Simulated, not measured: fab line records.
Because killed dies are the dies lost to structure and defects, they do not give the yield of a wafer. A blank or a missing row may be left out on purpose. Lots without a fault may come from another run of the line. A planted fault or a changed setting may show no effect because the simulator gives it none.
Which of the tools did it? / flow gf180mcu / Sampling: 12 lots, 36 wafers, 5 of 602 route steps

== WHAT EACH GAUGE READ, for each wafer ==
GF_V4_CD_MEAS_14: target cd 260 nm.
lot=L383; measured=day 24 08:10; on=cd-sem-01; cd-nm (nm)=259.0 259.2 259.4
lot=L384; measured=day 24 18:34; on=cd-sem-01; cd-nm (nm)=260.4 260.2 259.6
lot=L385; measured=day 24 23:52; on=cd-sem-01; cd-nm (nm)=260.3 259.4 261.3
lot=L387; measured=day 25 21:40; on=cd-sem-01; cd-nm (nm)=260.1 260.5 260.7
lot=L388; measured=day 26 04:16; on=cd-sem-02; cd-nm (nm)=259.3 258.5 260.5
lot=L389; measured=day 26 11:52; on=cd-sem-01; cd-nm (nm)=257.3 257.4 257.5
lot=L392; measured=day 27 09:05; on=cd-sem-01; cd-nm (nm)=259.9 260.5 259.6
lot=L398; measured=day 29 12:36; on=cd-sem-02; cd-nm (nm)=259.3 259.4 260.0
lot=L399; measured=day 29 13:47; on=cd-sem-01; cd-nm (nm)=260.2 259.9 259.4
lot=L400; measured=day 29 19:54; on=cd-sem-01; cd-nm (nm)=259.5 258.5 260.1
lot=L402; measured=day 30 08:05; on=cd-sem-01; cd-nm (nm)=260.7 261.5 260.5
lot=L404; measured=day 30 22:28; on=cd-sem-02; cd-nm (nm)=257.8 259.0 259.5

GF_TOP_METAL_OVL_MEAS_15.
lot=L383; measured=day 28 01:19; on=overlay-02; TOP_METAL_OVL (nm)=-0.9 0.3 0.3
lot=L384; measured=day 28 11:11; on=overlay-02; TOP_METAL_OVL (nm)=1.3 0.0 0.6
lot=L385; measured=day 28 16:56; on=overlay-02; TOP_METAL_OVL (nm)=-0.1 -0.3 0.8
lot=L387; measured=day 29 10:49; on=overlay-02; TOP_METAL_OVL (nm)=1.6 1.1 0.4
lot=L388; measured=day 29 15:41; on=overlay-02; TOP_METAL_OVL (nm)=-1.3 1.0 0.3
lot=L389; measured=day 30 00:52; on=overlay-02; TOP_METAL_OVL (nm)=124.4 127.0 126.0
lot=L392; measured=day 30 18:41; on=overlay-01; TOP_METAL_OVL (nm)=126.1 126.4 125.5
lot=L398; measured=day 32 15:35; on=overlay-01; TOP_METAL_OVL (nm)=-0.8 0.2 0.4
lot=L399; measured=day 32 17:44; on=overlay-01; TOP_METAL_OVL (nm)=-0.9 1.4 0.1
lot=L400; measured=day 32 22:50; on=overlay-02; TOP_METAL_OVL (nm)=1.4 3.3 1.3
lot=L402; measured=day 33 08:17; on=overlay-02; TOP_METAL_OVL (nm)=-0.9 -0.8 -0.9
lot=L404; measured=day 33 20:38; on=overlay-01; TOP_METAL_OVL (nm)=-2.4 -0.6 -2.3

== EACH LOT AND THE TOOL THAT RAN IT (in order: tool; ch and the chambers of the sampled wafers; start) ==
lot=L383; GF_MIM_SPUTTER_07=pvd-sputter-01, day 24 09:56; GF_TOP_METAL_SPUTTER_00=pvd-sputter-01, day 27 04:48; GF_TOP_METAL_EXPOSE_11=iline-stepper-02 ch 0, day 27 15:26
lot=L384; GF_MIM_SPUTTER_07=pvd-sputter-03, day 24 20:43; GF_TOP_METAL_SPUTTER_00=pvd-sputter-04, day 27 14:54; GF_TOP_METAL_EXPOSE_11=iline-stepper-01 ch 0, day 28 01:23
lot=L385; GF_MIM_SPUTTER_07=pvd-sputter-04, day 25 02:31; GF_TOP_METAL_SPUTTER_00=pvd-sputter-01, day 27 20:46; GF_TOP_METAL_EXPOSE_11=iline-stepper-02 ch 0, day 28 07:24
lot=L387; GF_MIM_SPUTTER_07=pvd-sputter-03, day 25 23:29; GF_TOP_METAL_SPUTTER_00=pvd-sputter-02, day 28 15:35; GF_TOP_METAL_EXPOSE_11=iline-stepper-02 ch 0, day 29 01:13
lot=L388; GF_MIM_SPUTTER_07=pvd-sputter-04, day 26 06:06; GF_TOP_METAL_SPUTTER_00=pvd-sputter-02, day 28 20:22; GF_TOP_METAL_EXPOSE_11=iline-stepper-02 ch 0, day 29 06:37
lot=L389; GF_MIM_SPUTTER_07=pvd-sputter-04, day 26 13:42; GF_TOP_METAL_SPUTTER_00=pvd-sputter-04, day 29 05:52; GF_TOP_METAL_EXPOSE_11=iline-stepper-02 ch 0, day 29 15:30
lot=L392; GF_MIM_SPUTTER_07=pvd-sputter-03, day 27 10:54; GF_TOP_METAL_SPUTTER_00=pvd-sputter-01, day 30 00:11; GF_TOP_METAL_EXPOSE_11=iline-stepper-02 ch 0, day 30 10:13
lot=L398; GF_MIM_SPUTTER_07=pvd-sputter-04, day 29 14:33; GF_TOP_METAL_SPUTTER_00=pvd-sputter-02, day 31 23:07; GF_TOP_METAL_EXPOSE_11=iline-stepper-01 ch 0, day 32 07:40
lot=L399; GF_MIM_SPUTTER_07=pvd-sputter-04, day 29 15:35; GF_TOP_METAL_SPUTTER_00=pvd-sputter-01, day 32 01:13; GF_TOP_METAL_EXPOSE_11=iline-stepper-01 ch 0, day 32 09:43
lot=L400; GF_MIM_SPUTTER_07=pvd-sputter-01, day 29 21:44; GF_TOP_METAL_SPUTTER_00=pvd-sputter-01, day 32 06:48; GF_TOP_METAL_EXPOSE_11=iline-stepper-01 ch 0, day 32 15:10
lot=L402; GF_MIM_SPUTTER_07=pvd-sputter-04, day 30 09:54; GF_TOP_METAL_SPUTTER_00=pvd-sputter-04, day 32 16:24; GF_TOP_METAL_EXPOSE_11=iline-stepper-01 ch 0, day 33 00:37
lot=L404; GF_MIM_SPUTTER_07=pvd-sputter-04, day 31 00:17; GF_TOP_METAL_SPUTTER_00=pvd-sputter-04, day 33 05:01; GF_TOP_METAL_EXPOSE_11=iline-stepper-01 ch 0, day 33 13:28
- GF_MIM_SPUTTER_07: material TiN, target thk 60 nm, time 50 s.
- GF_TOP_METAL_SPUTTER_00: material Ti, target thk 37.5 nm, time 150 s.
- GF_TOP_METAL_EXPOSE_11: exposes mask MetalTop, target cd 440 nm.

== WHAT THE TOOLS THEMSELVES READ (means of the sampled wafers that have a number; where no wafer has one, the mark that the record gives instead) ==
GF_MIM_SPUTTER_07.
lot=L383; tool=pvd-sputter-01; throttle-valve-pct (%)=28.9
lot=L384; tool=pvd-sputter-03; throttle-valve-pct (%)=29.6
lot=L385; tool=pvd-sputter-04; throttle-valve-pct (%)=30.6
lot=L387; tool=pvd-sputter-03; throttle-valve-pct (%)=29.7
lot=L388; tool=pvd-sputter-04; throttle-valve-pct (%)=30.4
lot=L389; tool=pvd-sputter-04; throttle-valve-pct (%)=29.9
lot=L392; tool=pvd-sputter-03; throttle-valve-pct (%)=29.9
lot=L398; tool=pvd-sputter-04; throttle-valve-pct (%)=30.1
lot=L399; tool=pvd-sputter-04; throttle-valve-pct (%)=31.0
lot=L400; tool=pvd-sputter-01; throttle-valve-pct (%)=29.5
lot=L402; tool=pvd-sputter-04; throttle-valve-pct (%)=30.0
lot=L404; tool=pvd-sputter-04; throttle-valve-pct (%)=30.3

GF_TOP_METAL_SPUTTER_00.
lot=L383; tool=pvd-sputter-01; substrate-temp-c (C)=199.94; throttle-valve-pct (%)=29.5
lot=L384; tool=pvd-sputter-04; substrate-temp-c (C)=200.13; throttle-valve-pct (%)=29.5
lot=L385; tool=pvd-sputter-01; substrate-temp-c (C)=200.00; throttle-valve-pct (%)=29.0
lot=L387; tool=pvd-sputter-02; substrate-temp-c (C)=199.83; throttle-valve-pct (%)=29.8
lot=L388; tool=pvd-sputter-02; substrate-temp-c (C)=200.04; throttle-valve-pct (%)=29.3
lot=L389; tool=pvd-sputter-04; substrate-temp-c (C)=200.10; throttle-valve-pct (%)=30.8
lot=L392; tool=pvd-sputter-01; substrate-temp-c (C)=200.04; throttle-valve-pct (%)=29.5
lot=L398; tool=pvd-sputter-02; substrate-temp-c (C)=200.09; throttle-valve-pct (%)=29.0
lot=L399; tool=pvd-sputter-01; substrate-temp-c (C)=199.98; throttle-valve-pct (%)=29.6
lot=L400; tool=pvd-sputter-01; substrate-temp-c (C)=199.96; throttle-valve-pct (%)=28.6
lot=L402; tool=pvd-sputter-04; substrate-temp-c (C)=200.06; throttle-valve-pct (%)=30.2
lot=L404; tool=pvd-sputter-04; substrate-temp-c (C)=199.93; throttle-valve-pct (%)=29.7

GF_TOP_METAL_EXPOSE_11.
lot=L383; tool=iline-stepper-02; reticle-temp-C (C)=23.03
lot=L384; tool=iline-stepper-01; reticle-temp-C (C)=22.94
lot=L385; tool=iline-stepper-02; reticle-temp-C (C)=23.05
lot=L387; tool=iline-stepper-02; reticle-temp-C (C)=23.20
lot=L388; tool=iline-stepper-02; reticle-temp-C (C)=23.20
lot=L389; tool=iline-stepper-02; reticle-temp-C (C)=22.98
lot=L392; tool=iline-stepper-02; reticle-temp-C (C)=22.90
lot=L398; tool=iline-stepper-01; reticle-temp-C (C)=23.02
lot=L399; tool=iline-stepper-01; reticle-temp-C (C)=23.10
lot=L400; tool=iline-stepper-01; reticle-temp-C (C)=22.96
lot=L402; tool=iline-stepper-01; reticle-temp-C (C)=22.90
lot=L404; tool=iline-stepper-01; reticle-temp-C (C)=22.94

== THE ANSWER, worked out from the rows above alone ==
Rule: the usual values come from the lots themselves. Put in order of their means at a reading, lots are off if they are a third of the lots or fewer, leave a main group of 4 or more, and stand apart from it by a gap of 3 or more times the standard deviation of the main group's means; of several such gaps the widest counts. If all means in a main group match to the digits the tables above print for the reading, that group is not used. A lot without any number at a reading at which 4 lots or more have one is off too. The other lots that the step has rows for count as sound. First the gauges in route order, then the tools' own readings, where a lot's mean is used as printed above. At the first step where some lot is off, the reading lying furthest off is the one used; lots without a number count as furthest.
Off: L389, L392, at GF_TOP_METAL_OVL_MEAS_15 (TOP_METAL_OVL). The main group: mean 0.1 nm, standard deviation 0.96.
If a tool, at a process step before that reading, ran all the lots that are off and no sound lot after the first of them, it fits. Gauges at GF_TOP_METAL_OVL_MEAS_15: tried the same way as those tools. One candidate fits, namely iline-stepper-02 at GF_TOP_METAL_EXPOSE_11. A fault onset in the window from L388 (day 29 06:37, its last sound lot) to L389 (day 29 15:30, its first lot off) fits.

== WHAT WAS PUT IN BY THE SIMULATOR ==
Scanner matching overlay: iline-stepper-02, from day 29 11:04 on, at GF_TOP_METAL_EXPOSE_11. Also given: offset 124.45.
Struck lots among those shown: L389, L392. Same finding as the rule above.
